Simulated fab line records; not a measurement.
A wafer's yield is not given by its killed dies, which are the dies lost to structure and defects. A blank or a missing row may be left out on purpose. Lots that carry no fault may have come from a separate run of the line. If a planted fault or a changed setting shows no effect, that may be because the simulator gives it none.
A struck lot beside a sound one	flow sky130	21 out of 708 route steps
Sound: these wafers, L650.1, L650.2, L650.6. Wafers L658.1, L658.3, L658.6 were the ones struck. At the end, the cause is stated.
Order at every step that has rows: each side's tool, ch and its chambers, its first start. Under that, the readings that differ: sound wafers	struck wafers	difference of the means	sigmas: that difference in standard deviations of wafers without a fault.
alike: readings with means less than 2 such deviations apart, plus words and numbers identical on both sides. not compared: withheld readings, readings lacking a value on some wafer, bounds such as >300 that could conceal the same value, and numbers that have no deviation in the record and whose values overlap.
Wherever a step has rows on one side only, a row that says differs or no value, or a row with sigmas, the two part there. When numbers do not overlap yet have no deviation, they are printed without sigmas and do not part them. Lack of a reading on every wafer of one side parts them only where that side has two or more wafers.

first, 1 step without rows for these wafers: SKY_RES_XHIGH_IMPLANT_07.
SKY_RES_XHIGH_STRIP_08: strips in O2/N2.
  sound on plasma asher-03 ch 0,1, day 29 20:53; struck on plasma asher-04 ch 0,1, day 32 05:04
  alike: drypump motor current A, oes product au, strip time to endpoint s
  not compared: rf hours counter h
SKY_RES_XHIGH_TW_MEAS_09:
  sound: film metro-04 at day 29 20:59; struck: film metro-03 at day 32 05:10
  alike: RES_XHIGH_TW
then, 7 steps without rows for these wafers: SKY_SD_N_DEHYDRATE_00 (time 60 s); SKY_SD_N_HMDS_01 (prime time 60 s); SKY_SD_N_COAT_02 (resist thk 1140 nm); SKY_SD_N_SOFTBAKE_03 (time 60 s); SKY_SD_N_EXPOSE_04 (exposes mask NSDM, target cd 380 nm); SKY_SD_N_PEB_05; SKY_SD_N_DEVELOP_06 (develop time 60 s).
SKY_SD_N_CD_MEAS_07 targets a cd of 380 nm.
  sound: cd sem-01 at day 31 00:34; struck: cd sem-01 at day 33 08:16
  alike: cd nm
SKY_SD_N_OVL_MEAS_08:
  sound: overlay-02 at day 31 00:41; struck: overlay-01 at day 33 08:23
  alike: SD_N_OVL
SKY_SD_N_IMPLANT_09:
  sound on implanter-03 ch 0, day 31 00:43; struck on implanter-04 ch 0, day 33 08:25
reading	sound	struck	difference	sigmas
beam energy keV	50.005 50.008 50.003	36.411 36.419 36.402	-13.595	-99 or more
model.implant.rp nm (nm)	32.28 32.28 32.28	25.98 25.98 25.98	-6.30	
model.implant.drp nm (nm)	14.11 14.11 14.11	11.14 11.14 11.14	-2.97	
  alike: beam on s
then, 1 step without rows for these wafers: SKY_SD_N_IMPLANT_10.
SKY_SD_N_STRIP_11: strips in O2/N2.
  sound on plasma asher-02 ch 0,1, day 31 01:01; struck on plasma asher-03 ch 1, day 33 08:43
reading	sound	struck	difference	sigmas
oes product au (a.u.)	0.536 0.525 0.536	0.556 0.553 0.553	+0.022	+4
strip time to endpoint s (s)	22.44 22.40 22.41	20.44 20.44 20.44	-1.98	-37
  alike: drypump motor current A
  not compared: rf hours counter h
SKY_SD_N_TW_MEAS_12:
  sound: film metro-03 at day 31 01:07; struck: film metro-03 at day 33 08:49
reading	sound	struck	difference	sigmas
SD_N_TW	3966 3978 3977	3681 3659 3668	-304	-17
then, 1 step without rows for these wafers: SKY_SD_N_CLEAN_13 (cleans in SC1/SC2, time 150 s).
SKY_SD_N_RTA_14: time 2 s.
  sound on rtp anneal-01 ch 0, day 31 01:14; struck on rtp anneal-01 ch 0, day 33 08:56
  alike: anneal temp c max, lamp power pct, ramp up c per s, wafer_temp_C_max
SKY_SD_N_RS_MEAS_16: uses a four-point probe to measure.
  sound: film metro-02 at day 31 01:25; struck: film metro-02 at day 33 09:10
reading	sound	struck	difference	sigmas
SD_N_RS (ohm/sq)	68.51 68.55 68.48	79.35 79.35 79.40	+10.85	+90
SKY_SD_N_RS_MEAS_17: uses a four-point probe to measure.
  sound: film metro-02 at day 31 01:32; struck: film metro-02 at day 33 09:17
  alike: SD_P_RS
-- a jump in the record: the struck wafers' starts before and after are 16 days apart (it breaks off in module SD_N and resumes in module PAD_OPEN, where the first step shown is number 708 of the route) --
SKY_PAD_OPEN_PROBE_99:
  sound: prober-01 at day 48 03:59; struck: prober-01 at day 49 19:02
reading	sound	struck	difference	sigmas
model.etest.res ndiff.line ohm um	781.1 781.1 772.7	850.1 868.5 861.6	+81.8	
model.etest.sonos uncharged.r on ohm um	818.2 830.3 822.4	835.3 840.7 834.2	+13.1	
model.etest.res ndiff.rs ohm sq	120.4 120.8 120.8	133.3 133.7 133.6	+12.9	
model.etest.res ndiff hv.rs ohm sq	115 115 114.8	127.2 127.8 126.6	+12.3	
  alike: killed_at_M0_to_M3, killed_at_M4_up, killed at contacts, killed at front end, killed at other, killed dies, killed open, killed short

## WHERE THEY PART
Earliest at SKY_SD_N_IMPLANT_09; latest, in this record, at SKY_SD_N_RS_MEAS_16. Later steps at which nothing parts them and some readings are alike: SKY_SD_N_RS_MEAS_17, SKY_PAD_OPEN_PROBE_99.

WHY: what had been put in by the simulator
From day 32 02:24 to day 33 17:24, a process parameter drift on implanter-04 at SKY_SD_N_IMPLANT_09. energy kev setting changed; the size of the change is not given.
